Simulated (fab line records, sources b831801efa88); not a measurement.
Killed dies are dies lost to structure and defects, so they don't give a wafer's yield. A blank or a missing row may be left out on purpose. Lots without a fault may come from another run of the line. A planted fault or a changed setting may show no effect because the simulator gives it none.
Which tool did it? | flow sky130 | 10 lots, 30 wafers sampled, at 6 steps of a route of 708

WHAT THE GAUGES READ, wafer by wafer
SKY_METAL3_OVL_MEAS_14. Usual: METAL3_OVL -2 nm, standard deviation 4.9.
lot  | measured     | on         | METAL3_OVL (nm) | flag
L646 | day 39 13:16 | overlay-02 | 8 0 1           |
L647 | day 39 14:47 | overlay-01 | 3 -3 -10        |
L648 | day 40 07:50 | overlay-02 | -8 -5 -2        |
L650 | day 41 00:03 | overlay-01 | 0 2 8           |
L651 | day 41 00:20 | overlay-02 | -3 -5 -2        |
L652 | day 41 05:39 | overlay-01 | 5 -5 1          |
L655 | day 42 12:48 | overlay-02 | -4 4 6          |
L658 | day 43 08:50 | overlay-01 | -7 -13 -7       |
L662 | day 44 04:41 | overlay-02 | 1 -2 -3         |
L666 | day 45 09:11 | overlay-02 | -2 1 0          |

SKY_CAP2M_THK_MEAS_01. Usual: CAP2M_CVD_00_THK 15.53 nm, standard deviation 0.23.
lot  | measured     | on            | CAP2M_CVD_00_THK (nm) | flag
L646 | day 40 17:38 | film_metro-04 | 15.31 15.73 15.72     |
L647 | day 40 19:06 | film_metro-03 | 15.13 15.76 15.44     |
L648 | day 41 12:22 | film_metro-03 | 15.16 15.50 15.46     |
L650 | day 42 04:55 | film_metro-04 | 15.39 15.43 15.40     |
L651 | day 42 05:31 | film_metro-04 | 15.35 15.58 15.65     |
L652 | day 42 10:41 | film_metro-03 | 15.44 15.68 16.02     |
L655 | day 43 15:28 | film_metro-03 | 15.45 15.58 15.70     |
L658 | day 44 10:28 | film_metro-04 | 15.49 15.54 15.60     |
L662 | day 45 06:16 | film_metro-03 | 15.32 15.24 15.23     |
L666 | day 46 09:27 | film_metro-01 | 15.05 15.27 15.41     |

SKY_CAP2M_RS_MEAS_03: measures by four-point-probe. Usual: CAP2M_TIN_RS 6.89 ohm/sq, standard deviation 0.099.
lot  | measured     | on            | CAP2M_TIN_RS (ohm/sq) | flag
L646 | day 40 17:49 | film_metro-01 | 6.89 6.75 6.90        |
L647 | day 40 19:16 | film_metro-04 | 6.94 6.84 6.83        |
L648 | day 41 12:32 | film_metro-01 | 6.98 6.87 6.86        |
L650 | day 42 05:05 | film_metro-01 | 6.78 6.86 6.72        |
L651 | day 42 05:41 | film_metro-01 | 6.88 6.81 6.80        |
L652 | day 42 10:53 | film_metro-03 | 6.84 6.82 6.82        |
L655 | day 43 15:38 | film_metro-04 | 7.10 6.87 6.88        |
L658 | day 44 10:38 | film_metro-03 | 6.79 6.84 6.90        |
L662 | day 45 06:26 | film_metro-01 | 6.78 6.91 8.45        | OFF
L666 | day 46 09:37 | film_metro-01 | 6.87 6.90 6.92        |

SKY_CAP2M_THK_MEAS_04: measures by xrf. Usual: CAP2M_TIN_THK 197 nm, standard deviation 3.
lot  | measured     | on            | CAP2M_TIN_THK (nm) | flag
L646 | day 40 17:55 | film_metro-01 | 195 199 195        |
L647 | day 40 19:23 | film_metro-04 | 197 201 201        |
L648 | day 41 12:39 | film_metro-01 | 192 196 196        |
L650 | day 42 05:13 | film_metro-01 | 199 197 200        |
L651 | day 42 05:49 | film_metro-01 | 196 198 198        |
L652 | day 42 11:00 | film_metro-03 | 198 199 199        |
L655 | day 43 15:45 | film_metro-04 | 193 198 199        |
L658 | day 44 10:45 | film_metro-03 | 199 198 197        |
L662 | day 45 06:34 | film_metro-01 | 198 196 162        | OFF
L666 | day 46 09:44 | film_metro-01 | 195 194 195        |

WHICH TOOL RAN EACH LOT (tool, then ch and the chambers of the sampled wafers, then the start)
lot  | SKY_METAL4_SPUTTER_03        | SKY_CAP2M_SPUTTER_02
L646 | pvd_sputter-04, day 40 17:31 | pvd_sputter-01, day 40 17:43
L647 | pvd_sputter-04, day 40 19:01 | pvd_sputter-01, day 40 19:10
L648 | pvd_sputter-04, day 41 12:16 | pvd_sputter-03, day 41 12:25
L650 | pvd_sputter-04, day 42 04:50 | pvd_sputter-01, day 42 04:59
L651 | pvd_sputter-02, day 42 05:26 | pvd_sputter-03, day 42 05:35
L652 | pvd_sputter-02, day 42 10:35 | pvd_sputter-03, day 42 10:44
L655 | pvd_sputter-02, day 43 15:22 | pvd_sputter-01, day 43 15:31
L658 | pvd_sputter-02, day 44 10:22 | pvd_sputter-04, day 44 10:31
L662 | pvd_sputter-03, day 45 06:11 | pvd_sputter-01, day 45 06:20
L666 | pvd_sputter-02, day 46 09:21 | pvd_sputter-03, day 46 09:30
- SKY_METAL4_SPUTTER_03: material Ti, target thk 5 nm, time 3.3 s.
- SKY_CAP2M_SPUTTER_02: material TiN, target thk 200 nm, time 166.7 s.

WHAT THE TOOLS THEMSELVES READ (means of the sampled wafers that have a number; where no wafer has one, the mark that the record gives instead)
SKY_METAL4_SPUTTER_03. Usual: cathode_dc_power_W 3000.0 W, standard deviation 0.6; throttle_valve_pct 30.2 %, standard deviation 1.1.
lot  | tool           | cathode_dc_power_W (W) | throttle_valve_pct (%) | flag
L646 | pvd_sputter-04 | 3000.0                 | 30.0                   |
L647 | pvd_sputter-04 | 2999.8                 | 28.9                   |
L648 | pvd_sputter-04 | 3000.2                 | 30.6                   |
L650 | pvd_sputter-04 | 3000.2                 | 30.1                   |
L651 | pvd_sputter-02 | 3000.2                 | 30.7                   |
L652 | pvd_sputter-02 | 3000.5                 | 30.7                   |
L655 | pvd_sputter-02 | 3000.4                 | 29.6                   |
L658 | pvd_sputter-02 | 3000.5                 | 30.1                   |
L662 | pvd_sputter-03 | 3000.3                 | 30.3                   |
L666 | pvd_sputter-02 | 2999.6                 | 29.5                   |

SKY_CAP2M_SPUTTER_02. Usual: cathode_dc_power_W 6500.0 W, standard deviation 1.2; throttle_valve_pct 30.4 %, standard deviation 0.77.
lot  | tool           | cathode_dc_power_W (W) | throttle_valve_pct (%) | flag
L646 | pvd_sputter-01 | 6500.0                 | 30.5                   |
L647 | pvd_sputter-01 | 6499.3                 | 29.8                   |
L648 | pvd_sputter-03 | 6500.7                 | 30.3                   |
L650 | pvd_sputter-01 | 6500.6                 | 30.4                   |
L651 | pvd_sputter-03 | 6499.8                 | 30.4                   |
L652 | pvd_sputter-03 | 6499.4                 | 30.6                   |
L655 | pvd_sputter-01 | 6500.6                 | 30.4                   |
L658 | pvd_sputter-04 | 6500.1                 | 29.7                   |
L662 | pvd_sputter-01 | 6034.8                 | 30.3                   | OFF
L666 | pvd_sputter-03 | 6500.0                 | 30.6                   |

THE ANSWER, worked out from the rows above alone
Rule: a lot is off if the mean of its wafers that have a number lies more than 3 standard deviations from the usual mean. A lot without any number at a reading at which 4 lots or more have one is off too. The other lots that the step has rows for count as sound. The gauges are gone through in route order, then the tools' own readings, and for those a lot's mean is taken as printed above. The first step at which some lot is off is used, and at that step the reading that is off furthest; a lot without a number counts as furthest.
Off: L662, at SKY_CAP2M_RS_MEAS_03 (CAP2M_TIN_RS).
A tool fits if, at a process step before that reading, it ran every lot that is off, and no sound lot after the first of them. The gauges at SKY_CAP2M_RS_MEAS_03 aren't tried: what is off there is off at SKY_CAP2M_SPUTTER_02 too, on other tools, and a gauge's error can't cause that. Can't be told from this: 2 tools fit, pvd_sputter-03 at SKY_METAL4_SPUTTER_03, pvd_sputter-01 at SKY_CAP2M_SPUTTER_02.

WHAT THE SIMULATOR HAD PUT IN
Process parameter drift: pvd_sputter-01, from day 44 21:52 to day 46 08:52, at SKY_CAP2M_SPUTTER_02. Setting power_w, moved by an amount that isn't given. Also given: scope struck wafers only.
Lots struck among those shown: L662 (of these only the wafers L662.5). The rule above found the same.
